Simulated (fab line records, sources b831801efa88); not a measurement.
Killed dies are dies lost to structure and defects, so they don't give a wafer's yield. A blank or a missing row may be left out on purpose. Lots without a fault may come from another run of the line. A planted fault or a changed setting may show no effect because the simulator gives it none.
Which tool did it? | flow gf180mcu | 13 lots, 39 wafers sampled, at 4 steps of a route of 602

WHAT THE GAUGES READ, wafer by wafer
GF_V5_RS_MEAS_24: measures by four-point-probe. Usual: V5_W_RS 0.327 ohm/sq, standard deviation 0.0061.
lot  | measured     | on            | V5_W_RS (ohm/sq)  | flag
L577 | day 27 20:34 | film_metro-01 | 0.328 0.328 0.328 |
L579 | day 28 16:48 | film_metro-01 | 0.329 0.326 0.327 |
L580 | day 28 23:07 | film_metro-02 | 0.324 0.324 0.325 |
L582 | day 29 10:02 | film_metro-02 | 0.327 0.324 0.327 |
L583 | day 30 01:17 | film_metro-01 | 0.331 0.339 0.324 |
L589 | day 31 21:07 | film_metro-04 | 0.334 0.325 0.333 |
L591 | day 32 07:52 | film_metro-02 | 0.336 0.328 0.340 |
L593 | day 32 19:59 | film_metro-02 | 0.317 0.316 0.324 |
L592 | day 32 21:01 | film_metro-04 | 0.336 0.335 0.327 |
L595 | day 33 03:09 | film_metro-02 | 0.326 0.327 0.326 |
L596 | day 33 06:31 | film_metro-04 | 0.320 0.324 0.328 |
L597 | day 33 15:19 | film_metro-04 | 0.331 0.330 0.322 |
L598 | day 33 18:30 | film_metro-01 | 0.320 0.321 0.322 |

GF_PASSIVATION_THK_MEAS_03. Usual: PASSIVATION_CVD_02_THK 701 nm, standard deviation 12.
lot  | measured     | on            | PASSIVATION_CVD_02_THK (nm) | flag
L577 | day 28 17:54 | film_metro-01 | 721 725 703                 |
L579 | day 29 13:23 | film_metro-02 | 686 691 713                 |
L580 | day 29 18:46 | film_metro-01 | 692 718 726                 |
L582 | day 30 07:10 | film_metro-01 | 713 731 719                 |
L583 | day 30 21:55 | film_metro-02 | 707 681 715                 |
L589 | day 32 15:20 | film_metro-01 | 700 707 717                 |
L591 | day 33 03:16 | film_metro-03 | 691 689 715                 |
L593 | day 33 14:02 | film_metro-01 | 699 700 703                 |
L592 | day 33 15:35 | film_metro-02 | 691 703 688                 |
L595 | day 33 20:44 | film_metro-03 | 712 690 703                 |
L596 | day 34 00:19 | film_metro-01 | 704 713 705                 |
L597 | day 34 08:47 | film_metro-01 | 671 713 686                 |
L598 | day 34 12:14 | film_metro-03 | 680 703 691                 |

WHICH TOOL RAN EACH LOT (tool, then ch and the chambers of the sampled wafers, then the start)
lot  | GF_V5_CMP_26                  | GF_PASSIVATION_CVD_00
L577 | cmp-01 ch 0,1,3, day 27 20:47 | pecvd-03 ch 0,1,2, day 28 17:29
L579 | cmp-01 ch 0,2,3, day 28 17:02 | pecvd-04 ch 0,1,2, day 29 12:58
L580 | cmp-02 ch 1,2,3, day 28 23:20 | pecvd-01 ch 0,2, day 29 18:20
L582 | cmp-01 ch 0,3, day 29 10:16   | pecvd-01 ch 1,2, day 30 06:44
L583 | cmp-02 ch 0,2,3, day 30 01:31 | pecvd-01 ch 1,2, day 30 21:30
L589 | cmp-02 ch 1,2,3, day 31 21:38 | pecvd-04 ch 0,1, day 32 14:54
L591 | cmp-01 ch 1,2, day 32 09:05   | pecvd-04 ch 0,1,2, day 33 02:50
L593 | cmp-02 ch 2,3, day 32 20:10   | pecvd-01 ch 0,1,2, day 33 13:37
L592 | cmp-01 ch 0,3, day 32 21:13   | pecvd-03 ch 0,2, day 33 15:10
L595 | cmp-01 ch 0,1,2, day 33 03:20 | pecvd-03 ch 0,1,2, day 33 20:19
L596 | cmp-01 ch 1,2,3, day 33 06:40 | pecvd-01 ch 0,2, day 33 23:53
L597 | cmp-02 ch 0,1,2, day 33 15:36 | pecvd-04 ch 1,2, day 34 08:20
L598 | cmp-02 ch 0,1,3, day 33 18:41 | pecvd-01 ch 1,2, day 34 11:46
- GF_V5_CMP_26: polishes, stops on SiO2, t overpolish 14.49 s, target thk 0 nm.
- GF_PASSIVATION_CVD_00: deposits SiO2 from TEOS, target thk 1000 nm, time 111.95 s.

WHAT THE TOOLS THEMSELVES READ (means of the sampled wafers that have a number; where no wafer has one, the mark that the record gives instead)
GF_V5_CMP_26. Usual: motor_current_A 11.2 A, standard deviation 0.98; overpolish_run_s 14.490 s, standard deviation 0.0097; time_to_endpoint_s 83 s, standard deviation 4.6.
lot  | tool   | motor_current_A (A) | overpolish_run_s (s) | time_to_endpoint_s (s) | flag
L577 | cmp-01 | 11.4                | 14.496               | 82                     |
L579 | cmp-01 | 10.8                | 14.499               | 85                     |
L580 | cmp-02 | 11.3                | 14.494               | 83                     |
L582 | cmp-01 | 10.8                | 14.492               | 87                     |
L583 | cmp-02 | 10.9                | 14.487               | 84                     |
L589 | cmp-02 | 11.8                | 14.485               | 83                     |
L591 | cmp-01 | 11.1                | 14.491               | 81                     |
L593 | cmp-02 | 10.6                | 14.493               | 86                     |
L592 | cmp-01 | 11.1                | 14.484               | 83                     |
L595 | cmp-01 | 11.1                | 14.496               | 81                     |
L596 | cmp-01 | 10.9                | 14.490               | 80                     |
L597 | cmp-02 | 12.0                | 14.482               | 78                     |
L598 | cmp-02 | 11.6                | 14.478               | 80                     |

GF_PASSIVATION_CVD_00. Usual: heater_power_w 617 W, standard deviation 77; rf_fwd_power_W 597.1 W, standard deviation 1.9.
lot  | tool     | heater_power_w (W) | rf_fwd_power_W (W) | flag
L577 | pecvd-03 | 639                | 597.6              |
L579 | pecvd-04 | 623                | 597.0              |
L580 | pecvd-01 | 521                | 595.1              |
L582 | pecvd-01 | 571                | 692.0              | OFF
L583 | pecvd-01 | 592                | 693.2              | OFF
L589 | pecvd-04 | 716                | 595.9              |
L591 | pecvd-04 | 656                | 597.7              |
L593 | pecvd-01 | 558                | 598.7              |
L592 | pecvd-03 | 657                | 595.1              |
L595 | pecvd-03 | 612                | 596.6              |
L596 | pecvd-01 | 540                | 598.8              |
L597 | pecvd-04 | 589                | 598.0              |
L598 | pecvd-01 | 536                | 595.7              |

THE ANSWER, worked out from the rows above alone
Rule: a lot is off if the mean of its wafers that have a number lies more than 3 standard deviations from the usual mean. A lot without any number at a reading at which 4 lots or more have one is off too. The other lots that the step has rows for count as sound. The gauges are gone through in route order, then the tools' own readings, and for those a lot's mean is taken as printed above. The first step at which some lot is off is used, and at that step the reading that is off furthest; a lot without a number counts as furthest.
Off: L582, L583, at GF_PASSIVATION_CVD_00 (rf_fwd_power_W).
A tool fits if, at that step or a process step before it, it ran every lot that is off, and no sound lot after the first of them. None of those tried fits.

WHAT THE SIMULATOR HAD PUT IN
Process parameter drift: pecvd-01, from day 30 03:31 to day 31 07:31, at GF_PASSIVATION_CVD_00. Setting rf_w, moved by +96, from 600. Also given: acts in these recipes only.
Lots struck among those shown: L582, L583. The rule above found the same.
